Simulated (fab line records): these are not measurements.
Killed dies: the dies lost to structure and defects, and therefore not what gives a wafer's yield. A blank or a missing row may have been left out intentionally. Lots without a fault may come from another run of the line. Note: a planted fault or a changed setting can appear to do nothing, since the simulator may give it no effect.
Struck lot and sound lot, side by side || flow gf180mcu || 15 out of 602 route steps
Sound: the wafers L217.2, L217.3, L217.5. Wafers L212.4, L212.5, L212.6 were the ones struck. The cause comes at the end.
Order at every step that has rows: each side's tool, ch and its chambers, its first start. Under that, the readings that differ: sound wafers || struck wafers || difference of the means || sigmas: that difference in standard deviations of wafers without a fault.
alike: readings with means less than 2 such deviations apart, plus words and numbers identical on both sides. not compared: withheld readings, readings lacking a value on some wafer, bounds such as >300 that could conceal the same value, and numbers that have no deviation in the record and whose values overlap.
Wherever a step has rows on one side only, a row that says differs or no value, or a row with sigmas, the two part there. When numbers do not overlap yet have no deviation, they are printed without sigmas and do not part them. A reading that every wafer of one side lacks parts them only if that side has two wafers or more.

GF_M3_SPUTTER_04: material TiN, target thk 50 nm, time 41.7 s.
  sound on pvd_sputter-01 at day 26 08:42; struck on pvd_sputter-01 at day 24 17:49
  alike: throttle_valve_pct
GF_M3_RS_MEAS_05: measurement is done with a four-point probe.
  sound on film_metro-03 at day 26 08:46; struck on film_metro-03 at day 24 17:55
  alike: M3_ALCU_RS
GF_M3_THK_MEAS_06: measures by xrf.
  sound on film_metro-03 at day 26 08:52; struck on film_metro-03 at day 24 18:00
  alike: M3_ALCU_THK
then, 7 steps without rows for these wafers: GF_M3_DEHYDRATE_07 (time 60 s); GF_M3_HMDS_08 (prime time 60 s); GF_M3_COAT_09 (resist thk 1000 nm); GF_M3_SOFTBAKE_10 (time 60 s); GF_M3_EXPOSE_11 (exposes mask Metal3, target cd 280 nm); GF_M3_PEB_12 (peb time 90 s); GF_M3_DEVELOP_13 (develop time 60 s).
GF_M3_CD_MEAS_14: the cd target is 280 nm.
  sound on cd_sem-01 at day 27 05:15; struck on cd_sem-01 at day 25 15:59
  alike: cd_nm
GF_M3_OVL_MEAS_15:
  sound on overlay-02 at day 27 05:22; struck on overlay-01 at day 25 16:04
  alike: M3_OVL
GF_M3_METAL_ETCH_16: etches the open film in Cl2/BCl3, stops on SiO2, target depth 627.5 nm, time 104.6 s.
  sound on rie_metal-01 ch 0,1, day 27 05:23; struck on rie_metal-04 ch 1, day 25 16:11
  no value came back on the struck wafers for any of 5 readings (bcl3_flow_sccm (sccm), bias_w (W) and others); on the sound wafers bcl3_flow_sccm (sccm) reads 39.95 40.06 39.97
{"reading": "model.KrF_of_M3_COAT_09.thk_nm (nm)", "sound": "733.7 730 729.6", "struck": "988.6 984.8 986.4", "difference": "+255.5", "sigmas": ""}
  not compared: rf_hours_counter_h
GF_M3_STRIP_17: strips in O2/N2.
  sound on plasma_asher-03 ch 0,1, day 27 05:30; struck on plasma_asher-04 ch 0,1, day 25 16:20
{"reading": "oes_product_au (a.u.)", "sound": "0.563 0.547 0.554", "struck": "0.656 0.652 0.657", "difference": "+0.100", "sigmas": "+21"}
{"reading": "strip_time_to_endpoint_s (s)", "sound": "7.88 7.82 7.82", "struck": "10.24 10.20 10.25", "difference": "+2.39", "sigmas": "+58"}
  alike: drypump_motor_current_A, heater_power_w
  not compared: rf_hours_counter_h
then, 1 step without rows for these wafers: GF_M3_STRIP_18 (strips in post etch residue remover, time 1200 s).

## WHERE THEY PART
First at GF_M3_METAL_ETCH_16; last, within this record, at GF_M3_STRIP_17.

WHY: what had been put in by the simulator
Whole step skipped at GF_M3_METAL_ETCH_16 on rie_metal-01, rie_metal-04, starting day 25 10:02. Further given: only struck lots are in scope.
